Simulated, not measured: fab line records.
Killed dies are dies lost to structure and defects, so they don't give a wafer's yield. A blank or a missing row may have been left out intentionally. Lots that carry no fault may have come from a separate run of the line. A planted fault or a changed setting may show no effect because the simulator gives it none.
fab line records	flow gf180mcu
record: lots: 13	wafers: 39	lastDay: 34
route steps=602 shown STI@1 HV_LDD@185 SAB@274 M1@316
lots with no fault: from the same line, run without faults
startH: start of the lot's first displayed wafer, in hours after the record's first day	waitH: hours since the lot's step before	" identical to the entry in the row above	L1.1+2: one row covering several wafers at once	- either no value or no given start	* or withheld: withheld	< > ~ a bound
route shown NAME@n: names a module that has steps shown in the file, with the first one's number in the route	usual: mean and standard deviation over wafers with no fault	same: alike in all rows	chamber/n: place in a boat	sites: the reading at each site	_std_site: their standard deviation	_edge_site: the outer-site mean with the inner-site mean subtracted	radiusMm: for every site, how far away it sits from the centre of the wafer	mask NAME#n: copy n	behind: tool/chamber where the wafer was last shaped	hold: cause of the lot's hold/its duration in hours/its outcome	device: transistor that didn't switch, given as n, p or np	end of line: the route-end tests of the same wafers	a step without rows: its recipe alone	killed: count of dies lost to structure and defects at first sort (not the wafer's yield)	map: a wafer's dies, marking killed ones x, the rest . and places with no die _
set.NAME: the setting the step ran with; set.NAME@STEP: the setting that earlier step ran with	model.NAME: the simulator's own value behind a step, which no gauge read
steps of the route over a sample of lots; a table a step, a row a wafer
services: when a tool's chamber went out of use (startH, in hours from the record's first day, below 0 if earlier), for how many hours, and the reason
== steps ==
step: GF_STI_BOW_MEAS_00
recipe: mode: bow
usual: INCOMING_BOW: -1/6.5
lot.wafer	tool	chamber	startH	waitH	INCOMING_BOW[um]
L729.3	filmMetro-01	-	10.04	-	-3
L729.4	"	-	"	"	5
L729.5	"	-	"	"	-10
L730.3	filmMetro-01	-	15.04	-	-5
L730.5	"	-	"	"	-7
L730.6	"	-	"	"	2
L735.2	filmMetro-01	-	40.02	-	-6
L735.3	"	-	"	"	3
L735.4	"	-	"	"	2
L736.1	filmMetro-01	-	45.00	-	0
L736.4	"	-	"	"	-3
L736.6	"	-	"	"	2
L737.2	filmMetro-02	-	50.02	-	-5
L737.3	"	-	"	"	-13
L737.5	"	-	"	"	2
L738.1	filmMetro-02	-	55.00	-	3
L738.2	"	-	"	"	-4
L738.3	"	-	"	"	-4
L739.2	filmMetro-02	-	60.02	-	0
L739.4	"	-	"	"	-4
L739.5	"	-	"	"	2
L740.2	filmMetro-01	-	65.02	-	4
L740.4	"	-	"	"	0
L740.5	"	-	"	"	0
L741.3	filmMetro-03	-	70.04	-	4
L741.4	"	-	"	"	2
L741.5	"	-	"	"	-5
L743.1	filmMetro-02	-	80.00	-	-9
L743.4	"	-	"	"	4
L743.6	"	-	"	"	-8
L744.1	filmMetro-03	-	85.00	-	9
L744.3	"	-	"	"	7
L744.4	"	-	"	"	3
L745.2	filmMetro-02	-	90.02	-	9
L745.3	"	-	"	"	-9
L745.5	"	-	"	"	5
L752.1	filmMetro-03	-	125.00	-	0
L752.2	"	-	"	"	-5
L752.6	"	-	"	"	-7
step: GF_HV_LDD_IMPLANT_09
recipe: species: As	energyKev: 40	doseCm2: 1e+14	tiltDeg: 7
usual: beamOnS: 10.01/0.2	doseIonsCm2: 9.999e+13/1e+11	endStationPressureTorr: 5.47e-06/2.9e-07	faradayCurrentUA: 563/11
lot.wafer	tool	chamber	startH	waitH	beamOnS	doseIonsCm2	endStationPressureTorr	faradayCurrentUA
L729.3	implanter-04	0	213.10	0.1	9.90	1e+14	6.11e-06	569
L729.4	"	0	"	"	9.91	1.0004e+14	5.61e-06	569
L729.5	"	0	"	"	10.07	1.0015e+14	5.71e-06	560
L730.3	implanter-02	0	223.11	0.1	9.97	1.0015e+14	5.68e-06	567
L730.5	"	0	"	"	9.91	1.001e+14	6.09e-06	569
L730.6	"	0	"	"	9.76	1.0006e+14	5.23e-06	575
L736.1	implanter-03	0	274.26	0.0	9.96	9.987e+13	5.74e-06	566
L736.4	"	0	"	"	9.98	9.983e+13	5.4e-06	564
L736.6	"	0	"	"	10.00	9.996e+13	5.63e-06	564
L735.2	implanter-03	0	283.02	0.0	10.01	1.0001e+14	6.26e-06	564
L735.3	"	0	"	"	10.04	1.0001e+14	5.63e-06	564
L735.4	"	0	"	"	9.91	9.977e+13	5.17e-06	569
L737.2	implanter-04	0	292.38	0.0	9.84	9.997e+13	5.45e-06	573
L737.3	"	0	"	"	9.87	9.995e+13	5.5e-06	569
L737.5	"	0	"	"	10.25	9.973e+13	5.29e-06	551
L738.1	implanter-03	0	298.75	0.0	10.00	9.982e+13	5.37e-06	563
L738.2	"	0	"	"	9.87	9.999e+13	5.74e-06	569
L738.3	"	0	"	"	9.89	1.0001e+14	5.69e-06	568
L739.2	implanter-02	0	299.07	0.0	10.05	1.0009e+14	5.46e-06	559
L739.4	"	0	"	"	9.83	1.0002e+14	5.63e-06	573
L739.5	"	0	"	"	10.13	1.0008e+14	5.08e-06	558
L740.2	implanter-03	0	306.19	0.0	10.01	1e+14	5.68e-06	564
L740.4	"	0	"	"	10.36	1.0007e+14	4.81e-06	544
L740.5	"	0	"	"	10.01	1.0017e+14	5.61e-06	564
L741.3	implanter-03	0	318.96	0.1	9.88	9.996e+13	5.51e-06	570
L741.4	"	0	"	"	9.84	9.983e+13	5.47e-06	572
L741.5	"	0	"	"	9.76	9.986e+13	4.97e-06	577
L743.1	implanter-02	0	325.96	0.0	9.87	1.0002e+14	5.36e-06	572
L743.4	"	0	"	"	9.94	1.0003e+14	5.36e-06	567
L743.6	"	0	"	"	10.30	9.99e+13	5.19e-06	546
L744.1	implanter-03	0	332.71	0.0	9.94	9.87e+12	5.11e-06	57
L744.3	"	0	"	"	9.97	9.86e+12	5.36e-06	57
L744.4	"	0	"	"	10.27	9.93e+12	5.33e-06	55
L745.2	implanter-03	0	341.69	0.0	10.11	1.001e+13	5.1e-06	56
L745.3	"	0	"	"	10.08	9.91e+12	4.81e-06	56
L745.5	"	0	"	"	10.16	1.003e+13	5.3e-06	56
L752.1	implanter-04	0	391.35	0.0	9.70	1.0002e+14	5.98e-06	583
L752.2	"	0	"	"	9.98	9.998e+13	4.77e-06	564
L752.6	"	0	"	"	10.17	1e+14	5.5e-06	557
step: GF_HV_LDD_TW_MEAS_11
usual: HV_LDD_TW: 2418/16
lot.wafer	tool	chamber	startH	waitH	hold	HV_LDD_TW
L729.3	filmMetro-03	-	213.32	0.1	-	2404
L729.4	"	-	"	"	-	2419
L729.5	"	-	"	"	-	2404
L730.3	filmMetro-02	-	223.33	0.1	-	2414
L730.5	"	-	"	"	-	2416
L730.6	"	-	"	"	-	2415
L736.1	filmMetro-04	-	274.51	0.1	-	2443
L736.4	"	-	"	"	-	2443
L736.6	"	-	"	"	-	2432
L735.2	filmMetro-04	-	283.26	0.1	-	2440
L735.3	"	-	"	"	-	2432
L735.4	"	-	"	"	-	2442
L737.2	filmMetro-02	-	292.62	0.1	-	2424
L737.3	"	-	"	"	-	2432
L737.5	"	-	"	"	-	2419
L738.1	filmMetro-04	-	299.00	0.1	-	2418
L738.2	"	-	"	"	-	2429
L738.3	"	-	"	"	-	2425
L739.2	filmMetro-02	-	299.31	0.1	-	2434
L739.4	"	-	"	"	-	2427
L739.5	"	-	"	"	-	2434
L740.2	filmMetro-03	-	306.43	0.1	-	2419
L740.4	"	-	"	"	-	2413
L740.5	"	-	"	"	-	2422
L741.3	filmMetro-03	-	319.18	0.1	-	2405
L741.4	"	-	"	"	-	2400
L741.5	"	-	"	"	-	2412
L743.1	filmMetro-03	-	326.21	0.1	-	2398
L743.4	"	-	"	"	-	2417
L743.6	"	-	"	"	-	2408
L744.1	filmMetro-04	-	332.96	0.1	awaitDispo/0.2h/release	1223
L744.3	"	-	"	"	awaitDispo/0.2h/release	1219
L744.4	"	-	"	"	awaitDispo/0.2h/release	1219
L744.1	filmMetro-04	-	333.19	0.2	-	1227
L744.3	"	-	"	"	-	1220
L744.4	"	-	"	"	-	1217
L745.2	filmMetro-03	-	341.93	0.1	awaitDispo/0.2h/release	1168
L745.3	"	-	"	"	awaitDispo/0.2h/release	1185
L745.5	"	-	"	"	awaitDispo/0.2h/release	1151
L745.2	filmMetro-03	-	342.15	0.2	-	1181
L745.3	"	-	"	"	-	1184
L745.5	"	-	"	"	-	1159
L752.1	filmMetro-02	-	391.60	0.1	-	2415
L752.2	"	-	"	"	-	2404
L752.6	"	-	"	"	-	2405
step: GF_SAB_OVL_MEAS_10
usual: SAB_OVL: -0.2/1.2
lot.wafer	tool	chamber	startH	waitH	SAB_OVL[nm]
L729.3	overlay-02	-	333.58	0.1	-1.6
L729.4	"	-	"	"	0.6
L729.5	"	-	"	"	1.1
L730.3	overlay-02	-	348.88	0.1	0.3
L730.5	"	-	"	"	-0.8
L730.6	"	-	"	"	-0.2
L736.1	overlay-02	-	409.26	0.1	-2.6
L736.4	"	-	"	"	-1.4
L736.6	"	-	"	"	-1.4
L735.2	overlay-01	-	421.61	0.1	-0.2
L735.3	"	-	"	"	1.2
L735.4	"	-	"	"	0.2
L737.2	overlay-02	-	427.83	0.1	-0.6
L737.3	"	-	"	"	0.9
L737.5	"	-	"	"	-0.1
L738.1	overlay-01	-	438.61	0.1	-2.0
L738.2	"	-	"	"	-0.4
L738.3	"	-	"	"	0.1
L739.2	overlay-02	-	439.28	0.1	0.7
L739.4	"	-	"	"	-0.7
L739.5	"	-	"	"	0.4
L740.2	overlay-02	-	454.36	0.1	-0.2
L740.4	"	-	"	"	0.1
L740.5	"	-	"	"	-0.4
L741.3	overlay-01	-	459.17	0.1	1.3
L741.4	"	-	"	"	1.5
L741.5	"	-	"	"	-0.8
L743.1	overlay-01	-	476.52	0.1	1.2
L743.4	"	-	"	"	0.8
L743.6	"	-	"	"	1.6
L752.1	overlay-01	-	546.21	0.1	0.5
L752.2	"	-	"	"	0.5
L752.6	"	-	"	"	1.3
step: GF_M1_SPUTTER_01
recipe: material: TiN	targetThkNm: 30	powerW: 6500	timeS: 25	chamberPressurePa: 0.4
usual: throttleValvePct: 30.0/1.5
lot.wafer	tool	chamber	startH	waitH	throttleValvePct
L729.3	pvdSputter-04	-	358.95	0.1	31.5
L729.4	"	-	"	"	30.9
L729.5	"	-	"	"	29.3
L730.3	pvdSputter-04	-	373.99	0.1	31.1
L730.5	"	-	"	"	27.7
L730.6	"	-	"	"	31.1
L736.1	pvdSputter-01	-	432.88	0.1	29.4
L736.4	"	-	"	"	29.5
L736.6	"	-	"	"	27.9
L735.2	pvdSputter-01	-	449.16	0.1	26.8
L735.3	"	-	"	"	28.2
L735.4	"	-	"	"	29.4
L737.2	pvdSputter-01	-	455.15	0.1	29.3
L737.3	"	-	"	"	29.5
L737.5	"	-	"	"	27.1
L738.1	pvdSputter-02	-	465.88	0.1	30.9
L738.2	"	-	"	"	30.7
L738.3	"	-	"	"	31.6
L739.2	pvdSputter-04	-	466.18	0.1	29.5
L739.4	"	-	"	"	31.0
L739.5	"	-	"	"	28.0
L740.2	pvdSputter-02	-	481.37	0.1	31.8
L740.4	"	-	"	"	30.3
L740.5	"	-	"	"	31.1
L741.3	pvdSputter-04	-	486.13	0.1	27.5
L741.4	"	-	"	"	29.5
L741.5	"	-	"	"	31.1
L743.1	pvdSputter-04	-	503.45	0.1	31.7
L743.4	"	-	"	"	31.2
L743.6	"	-	"	"	31.3
L752.1	pvdSputter-04	-	571.53	0.1	31.7
L752.2	"	-	"	"	28.1
L752.6	"	-	"	"	31.1
== services ==
tool	chamber	startH	hours	kind
pvdSputter-02	-	193.90	2.7	repair
implanter-04	-	205.08	6.0	repair
pvdSputter-01	-	231.51	2.8	repair
implanter-02	-	242.65	5.6	pm
implanter-04	-	281.00	3.9	pm
pvdSputter-04	-	281.53	9.4	repair
pvdSputter-02	-	286.92	0.8	repair
implanter-04	-	311.92	10.5	pm
pvdSputter-04	-	312.58	9.9	repair
pvdSputter-01	-	322.66	2.0	repair
implanter-04	-	351.06	4.7	repair
pvdSputter-04	-	383.96	4.0	repair
implanter-02	-	401.72	153.2	pm
implanter-03	-	423.22	3.6	pm
pvdSputter-04	-	435.44	0.9	repair
pvdSputter-04	-	455.80	3.9	repair
implanter-03	-	459.52	0.7	repair
pvdSputter-02	-	463.07	1.9	repair
implanter-03	-	489.23	0.5	repair
pvdSputter-01	-	495.11	29.0	repair
implanter-03	-	513.35	2.1	repair
implanter-02	-	556.06	4.9	repair
implanter-02	-	560.94	3.6	repair
implanter-02	-	564.35	1.8	repair
== key ==
firstSign: step: GF_HV_LDD_IMPLANT_09	reading: doseIonsCm2	direction: down	sigmas: 99+	usual: 9.999e+13	struck: 9.94e+12
effect: step: GF_HV_LDD_IMPLANT_09	reading: faradayCurrentUA	direction: down	sigmas: 45	usual: 563	struck: 56
effect: step: GF_HV_LDD_TW_MEAS_11	reading: visit	direction: added
effect: step: GF_HV_LDD_TW_MEAS_11	reading: HV_LDD_TW	direction: down	sigmas: 77	usual: 2418	struck: 1194
metAt GF_HV_LDD_IMPLANT_09
struckLots L744,L745
scrappedBehind GF_HV_LDD_TW_MEAS_11 L744.1,L744.3,L744.4,L745.2,L745.3,L745.5
notActingAt GF_STI_BOW_MEAS_00,GF_SAB_OVL_MEAS_10,GF_M1_SPUTTER_01
onsetBetween 318.96 332.71
fault: kind: processParameterDrift	tool: implanter-03	chamber: -	onsetH: 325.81	steps: GF_HV_LDD_IMPLANT_09	channel: doseCm2	offset: -9e+13	shape: step	endH: 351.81	actsIn: theseRecipesOnly	stated: 1e+14
